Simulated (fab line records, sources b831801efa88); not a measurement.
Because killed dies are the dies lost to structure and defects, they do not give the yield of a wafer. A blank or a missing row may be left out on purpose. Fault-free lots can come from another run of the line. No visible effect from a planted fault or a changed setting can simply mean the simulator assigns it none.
Which tool is to blame? -- flow gf180mcu -- 42 wafers from 14 lots sampled at 5 of the route's 602 steps

WHAT THE GAUGES SHOWED, per wafer
GF_POLY_GATE_THK_MEAS_01.
lot,measured,on,POLY_GATE_CVD_00_THK (nm)
L997,day 8 14:40,filmMetro-03,202.1 199.9 200.6
L998,day 8 19:24,filmMetro-03,200.3 200.7 198.8
L999,day 8 23:45,filmMetro-04,198.2 199.3 199.9
L100,day 9 12:35,filmMetro-04,197.4 198.5 199.9
L102,day 10 05:45,filmMetro-03,202.3 202.0 201.1
L104,day 10 13:55,filmMetro-04,201.3 201.9 201.1
L103,day 10 13:56,filmMetro-02,205.8 205.3 206.5
L105,day 10 23:45,filmMetro-04,199.5 200.5 201.0
L106,day 11 04:50,filmMetro-03,203.0 203.4 204.3
L110,day 12 06:58,filmMetro-02,199.9 201.5 201.1
L114,day 13 12:10,filmMetro-02,201.3 200.9 201.5
L115,day 13 15:13,filmMetro-04,202.6 202.1 203.8
L119,day 14 20:52,filmMetro-02,201.3 201.1 201.5
L120,day 15 00:20,filmMetro-03,198.9 198.5 197.8

GF_POLY_GATE_OVL_MEAS_11.
lot,measured,on,POLY_GATE_OVL (nm)
L997,day 9 08:06,overlay-01,6 8 3
L998,day 9 12:30,overlay-02,2 3 -1
L999,day 9 17:05,overlay-01,2 0 1
L100,day 10 05:12,overlay-02,2 8 3
L102,day 10 23:30,overlay-01,-5 5 4
L104,day 11 07:57,overlay-02,2 4 -7
L103,day 11 08:07,overlay-01,5 -1 4
L105,day 11 17:49,overlay-01,0 1 0
L106,day 12 00:01,overlay-01,12 1 8
L110,day 13 02:33,overlay-01,0 5 2
L114,day 14 09:13,overlay-01,2 -12 -8
L115,day 14 11:43,overlay-02,10 16 13
L119,day 15 18:11,overlay-02,-6 2 -1
L120,day 15 22:42,overlay-01,-6 -2 -12

GF_HV_LDD_TW_MEAS_23.
lot,measured,on,HV_LDD_2_TW
L997,day 11 00:01,filmMetro-02,1046 1037 1039
L998,day 11 07:26,filmMetro-02,1038 1035 1037
L999,day 11 07:15,filmMetro-04,1052 1043 1046
L100,day 12 00:01,filmMetro-01,1070 1075 1077
L102,day 12 15:49,filmMetro-04,1044 1049 1050
L104,day 13 01:07,filmMetro-04,1049 1045 1054
L103,day 13 02:31,filmMetro-02,1035 1037 1034
L105,day 13 11:52,filmMetro-01,1061 1065 1064
L106,day 13 20:49,filmMetro-02,1036 1038 1037
L110,day 14 22:00,filmMetro-04,1054 1050 1046
L114,day 16 06:55,filmMetro-01,923 925 924
L115,day 16 09:19,filmMetro-02,899 902 900
L119,day 17 17:34,filmMetro-04,1054 1050 1051
L120,day 17 22:59,filmMetro-02,1040 1043 1046

GF_HV_LDD_CD_MEAS_31: the cd target is 400 nm.
lot,measured,on,cdNm (nm)
L997,day 11 18:21,cdSem-01,402.2 400.7 402.4
L998,day 12 01:53,cdSem-01,405.7 403.7 405.0
L999,day 12 01:37,cdSem-02,398.6 398.9 399.4
L100,day 12 19:15,cdSem-02,399.3 400.6 401.2
L102,day 13 11:09,cdSem-01,402.6 400.7 402.1
L104,day 13 20:42,cdSem-02,402.3 400.8 402.7
L103,day 13 23:10,cdSem-01,397.5 399.3 396.7
L105,day 14 08:40,cdSem-02,398.8 397.0 400.9
L106,day 14 17:40,cdSem-01,396.2 399.3 397.6
L110,day 15 19:24,cdSem-01,396.1 397.4 397.1
L114,day 17 05:32,cdSem-02,400.5 399.6 400.0
L115,day 17 08:02,cdSem-01,401.6 399.2 401.4
L119,day 18 16:05,cdSem-02,402.3 404.4 402.2
L120,day 18 23:17,cdSem-02,394.6 392.8 394.9

WHICH TOOL RAN EACH LOT (tool, then ch and the chambers of the sampled wafers, then the start)
lot,GF_HV_LDD_IMPLANT_21
L997,"implanter-01 ch 0, day 10 23:46"
L998,"implanter-04 ch 0, day 11 07:11"
L999,"implanter-02 ch 0, day 11 07:02"
L100,"implanter-04 ch 0, day 11 23:46"
L102,"implanter-04 ch 0, day 12 15:34"
L104,"implanter-04 ch 0, day 13 00:52"
L103,"implanter-04 ch 0, day 13 02:17"
L105,"implanter-02 ch 0, day 13 11:38"
L106,"implanter-04 ch 0, day 13 20:35"
L110,"implanter-04 ch 0, day 14 21:45"
L114,"implanter-04 ch 0, day 16 06:42"
L115,"implanter-04 ch 0, day 16 09:05"
L119,"implanter-02 ch 0, day 17 17:21"
L120,"implanter-02 ch 0, day 17 22:44"
- GF_HV_LDD_IMPLANT_21

AS READ BY THE TOOLS THEMSELVES (means over the sampled wafers that have a number; for cases with no such wafer, the mark the record gives instead)
GF_HV_LDD_IMPLANT_21.
lot,tool,doseIonsCm2,faradayCurrentUA
L997,implanter-01,5.003e+13,280
L998,implanter-04,4.997e+13,282
L999,implanter-02,5.002e+13,281
L100,implanter-04,4.996e+13,283
L102,implanter-04,4.997e+13,281
L104,implanter-04,5.004e+13,282
L103,implanter-04,5.003e+13,282
L105,implanter-02,4.990e+13,279
L106,implanter-04,5.009e+13,280
L110,implanter-04,5.010e+13,284
L114,implanter-04,3.181e+13,179
L115,implanter-04,3.168e+13,180
L119,implanter-02,5.005e+13,287
L120,implanter-02,4.997e+13,282

THE ANSWER, worked out from the rows above alone
Rule: what is usual is taken from the lots themselves. The widest of any qualifying gaps counts: lots, ordered by their means at a reading, are off when they make up no more than a third of the lots, leave a main group of 4 or more, and stand apart from it by 3 or more times the standard deviation of that group's means. If all means in a main group match to the digits the tables above print for the reading, that group is not used. A lot without any number at a reading at which 4 lots or more have one is off too. Where the step has rows for the other lots, those lots are counted as sound. Order of review: gauges by route order, followed by the tools' own readings, for which a lot's mean as printed above is used. The first step at which some lot is off is used, and at that step the reading that is off furthest; a lot without a number counts as furthest.
Off: at GF_HV_LDD_TW_MEAS_23 (HV_LDD_2_TW), L114, L115. Main group: mean 1048, sd 11.
If a tool, at a process step before that reading, ran all the lots that are off and no sound lot after the first of them, it fits. The gauges at GF_HV_LDD_TW_MEAS_23 aren't tried: what is off there is off at GF_HV_LDD_IMPLANT_21 too, on other tools, and a gauge's error can't cause that. One fits: implanter-04 at GF_HV_LDD_IMPLANT_21. Its last sound lot is L110 (day 14 21:45), its first lot that is off L114 (day 16 06:42): a fault that began between those two fits.
The tool's own readings at GF_HV_LDD_IMPLANT_21 bear it out: on the lots that are off they differ by more than 5 times the standard deviation of the sound lots' means. doseIonsCm2 reads 3.174e+13 there against 5.001e+13 on the sound lots; faradayCurrentUA reads 180 there against 282 on the sound lots.

WHAT THE SIMULATOR PUT IN
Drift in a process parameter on implanter-04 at GF_HV_LDD_IMPLANT_21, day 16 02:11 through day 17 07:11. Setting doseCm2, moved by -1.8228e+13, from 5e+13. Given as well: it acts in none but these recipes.
Lots struck among those shown: L114, L115. The rule above reached the same finding.
